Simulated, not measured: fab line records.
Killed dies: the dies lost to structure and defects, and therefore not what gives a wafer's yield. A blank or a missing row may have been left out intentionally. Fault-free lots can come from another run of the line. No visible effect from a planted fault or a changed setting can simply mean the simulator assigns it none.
Comparing a struck lot with a sound one ; flow sky130 ; 17 steps out of a route of 708
Sound: the wafers L750.2, L750.4, L750.6. Struck: wafer L754.3 (L754.4, L754.5, from the same lot, were not struck and are left out); the cause is given at the end.
For every step that has rows: the tool of each side, followed by ch and its chambers, followed by its first start. Under that, the readings that differ: sound wafers ; struck wafers ; difference of the means ; sigmas: that difference in standard deviations of wafers without a fault.
alike: same words and numbers on both sides, and readings whose means sit less than 2 such deviations apart. not compared: any withheld reading, any reading some wafer has no value for, any bound like >300 that may hide the same value, and any number with overlapping values for which the record gives no deviation.
The two part at a step that has a row with sigmas, a row that says differs or no value, or rows on one side only. Numbers that have no deviation but don't overlap get no sigmas and don't part them. Lack of a reading on every wafer of one side parts them only where that side has two or more wafers.

first, 3 steps without rows for these wafers: SKY_VIA2_EXPOSE_09 (exposes mask VIM2, target cd 200 nm); SKY_VIA2_PEB_10; SKY_VIA2_DEVELOP_11 (develop time 60 s).
SKY_VIA2_CD_MEAS_12: the cd target is 200 nm.
  sound on cd-sem-01 at day 40 09:37; struck on cd-sem-01 at day 41 15:59
  alike: cd-nm
SKY_VIA2_OVL_MEAS_13:
  sound on overlay-01 at day 40 09:43; struck on overlay-02 at day 41 16:05
  alike: VIA2_OVL
SKY_VIA2_ETCH_14: etches BARC in N2/H2, stops on SiO2, time 45.9 s, target depth 60 nm.
  sound on rie-diel-02 ch 0,1,3, day 40 09:45; struck on rie-diel-02 ch 2, day 41 16:06
  alike: bias-w, drypump-motor-current-A, n2-flow-sccm, oes-product-au, throttle-valve-pct
  not compared: rf-hours-counter-h
SKY_VIA2_ETCH_15: etches SiO2 in C4F8/O2/Ar, stops on TiN, target depth 546 nm, time 84 s.
  sound on rie-diel-02 ch 0,1,3, day 40 09:47; struck on rie-diel-02 ch 2, day 41 16:08
  alike: bias-w, oes-product-au
  not compared: rf-hours-counter-h
SKY_VIA2_STRIP_16: strips in O2/N2.
  sound on plasma-asher-01 ch 0,1, day 40 09:52; struck on plasma-asher-01 ch 1, day 41 16:14
reading;sound;struck;difference;sigmas
n2-flow-sccm (sccm);300.1 297.7 300.5;301.6;+2.2;+2
  alike: drypump-motor-current-A, oes-product-au, strip-time-to-endpoint-s
  not compared: rf-hours-counter-h
then, 3 steps without rows for these wafers: SKY_VIA2_STRIP_17 (strips in post etch residue remover, time 1200 s); SKY_VIA2_CLEAN_18 (cleans in IPA, time 180 s); SKY_VIA2_CLEAN_19 (cleans in O3/DIW).
SKY_VIA2_SPUTTER_20: material TiN, target thk 20 nm, time 80 s.
  sound on pvd-sputter-03 at day 40 10:27; struck on pvd-sputter-02 at day 41 16:48
  alike: chamber-pressure-pa, throttle-valve-pct
SKY_VIA2_CVD_21: deposits W, target thk 420 nm, time 126.4 s.
  sound on cvd-w-02 ch 0,1, day 40 10:31; struck on cvd-w-02 ch 0, day 41 16:55
reading;sound;struck;difference;sigmas
chamber-pressure-Torr (Torr);40.03 39.93 39.99;45.22;+5.24;+58
model.W_of_VIA2_CVD_21.thk-nm (nm);420.4 420.9 424.9;448.7;+26.6;
  alike: heater-power-w
SKY_VIA2_RS_MEAS_22: measures by four-point-probe.
  sound on film-metro-01 at day 40 10:40; struck on film-metro-04 at day 41 17:02
reading;sound;struck;difference;sigmas
VIA2_W_RS (ohm/sq);0.2723 0.2722 0.2698;0.2547;-0.0167;-6
SKY_VIA2_THK_MEAS_23: measures by xrf.
  sound on film-metro-01 at day 40 10:46; struck on film-metro-04 at day 41 17:08
reading;sound;struck;difference;sigmas
VIA2_W_THK (nm);429 428 431;473;+44;+5
SKY_VIA2_CMP_24: polishes, stops on SiO2, t overpolish 20 s, target thk 0 nm.
  sound on cmp-02 ch 0,2, day 40 10:49; struck on cmp-02 ch 1, day 41 17:22
  alike: head-pressure-psi, motor-current-A
-- the record jumps here: 8 days lie between the struck wafers' starts before and after (it left off in module VIA2 and takes up again in module PAD_OPEN, whose first step shown is number 708 of the route) --
SKY_PAD_OPEN_PROBE_99:
  the record has rows for the struck wafers here (prober-01, day 50 00:20) and none for the sound ones

== WHERE THEY PART ==
Earliest at SKY_VIA2_STRIP_16; latest, in this record, at SKY_PAD_OPEN_PROBE_99.

WHY: what the simulator had put in
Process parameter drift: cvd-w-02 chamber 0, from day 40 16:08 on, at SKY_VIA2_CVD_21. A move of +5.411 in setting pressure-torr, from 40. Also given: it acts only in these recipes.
